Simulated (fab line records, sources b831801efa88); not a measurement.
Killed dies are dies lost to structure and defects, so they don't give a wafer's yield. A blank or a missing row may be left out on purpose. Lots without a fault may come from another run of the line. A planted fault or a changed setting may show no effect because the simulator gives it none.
A struck lot beside a sound one | flow sky130 | 15 steps out of a route of 708
Sound: wafers L522.1, L522.2, L522.3. Struck: wafers L527.3, L527.5, L527.6. The cause comes at the end.
At each step with rows: each side's tool, then ch and its chambers, then its first start. Under that, the readings that differ: sound wafers | struck wafers | difference of the means | sigmas: that difference in standard deviations of wafers without a fault.
alike: readings whose means differ by less than 2 such deviations, and words and numbers that are the same on both sides. not compared: withheld readings, readings that some wafer has no value for, bounds like >300 that may hide the same value, and numbers for which the record gives no deviation and whose values overlap.
The two part at a step that has a row with sigmas, a row that says differs or no value, or rows on one side only. Numbers that don't overlap but have no deviation are shown without sigmas and don't part them. A reading that every wafer of one side lacks parts them only if that side has two wafers or more.

SKY_METAL3_SPUTTER_04: material TiN, target thk 70 nm, time 58.3 s.
  sound on pvd_sputter-01, day 40 05:53; struck on pvd_sputter-04, day 42 03:41
  alike: throttle_valve_pct
SKY_CAPM_CVD_00: deposits SiO2, target thk 15.5 nm.
  sound on pecvd-01 ch 0,1,2, day 40 05:56; struck on pecvd-01 ch 0,2, day 42 03:44
  alike: heater_power_w, rf_fwd_power_W
SKY_CAPM_THK_MEAS_01:
  sound on film_metro-04, day 40 05:57; struck on film_metro-01, day 42 03:47
  alike: CAPM_CVD_00_THK
SKY_CAPM_SPUTTER_02: material TiN, target thk 200 nm, time 166.7 s.
  sound on pvd_sputter-03, day 40 06:01; struck on pvd_sputter-01, day 42 03:49
  alike: throttle_valve_pct
SKY_CAPM_RS_MEAS_03: measures by four-point-probe.
  sound on film_metro-03, day 40 06:07; struck on film_metro-03, day 42 03:58
  alike: CAPM_TIN_RS
SKY_CAPM_THK_MEAS_04: measures by xrf.
  sound on film_metro-03, day 40 06:14; struck on film_metro-03, day 42 04:04
  alike: CAPM_TIN_THK
then, 6 steps without rows for these wafers: SKY_CAPM_DEHYDRATE_05 (time 60 s); SKY_CAPM_HMDS_06 (prime time 60 s); SKY_CAPM_COAT_07 (resist thk 1140 nm); SKY_CAPM_SOFTBAKE_08 (time 60 s); SKY_CAPM_EXPOSE_09 (exposes mask CAPM, target cd 1000 nm); SKY_CAPM_PEB_10.
SKY_CAPM_DEVELOP_11: develop time 60 s.
  sound on litho_track-01 ch 0, day 41 06:08; struck on litho_track-02 ch 0, day 43 02:56
  reading              | sound             | struck            | difference | sigmas
  developer_temp_C (C) | 23.06 23.20 23.24 | 23.91 23.99 23.89 | +0.76      | +8
SKY_CAPM_OVL_MEAS_12:
  sound on overlay-02, day 41 06:17; struck on overlay-02, day 43 03:04
  alike: CAPM_OVL
-- the record jumps here: 7 days lie between the struck wafers' starts before and after (it left off in module CAPM and takes up again in module PAD_OPEN, whose first step shown is number 708 of the route) --
SKY_PAD_OPEN_PROBE_99:
  sound on prober-01, day 48 22:40; struck on prober-01, day 50 06:13
  alike: defect_limited_yield, killed_at_M0_to_M3, killed_at_M4_up, killed_at_contacts, killed_at_front_end, killed_at_other, killed_dies, killed_open, killed_short, sort_bin_3_pad_short, sort_bin_5_function, sort_bin_6_memory, sort_n_pass, sort_yield_pct

WHERE THEY PART
Only at SKY_CAPM_DEVELOP_11, within this record. Later steps at which nothing parts them and some readings are alike: SKY_CAPM_OVL_MEAS_12, SKY_PAD_OPEN_PROBE_99.

WHY: what the simulator had put in
Process parameter drift: litho_track-02, from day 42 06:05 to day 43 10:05, at SKY_CAPM_DEVELOP_11. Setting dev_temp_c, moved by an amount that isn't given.
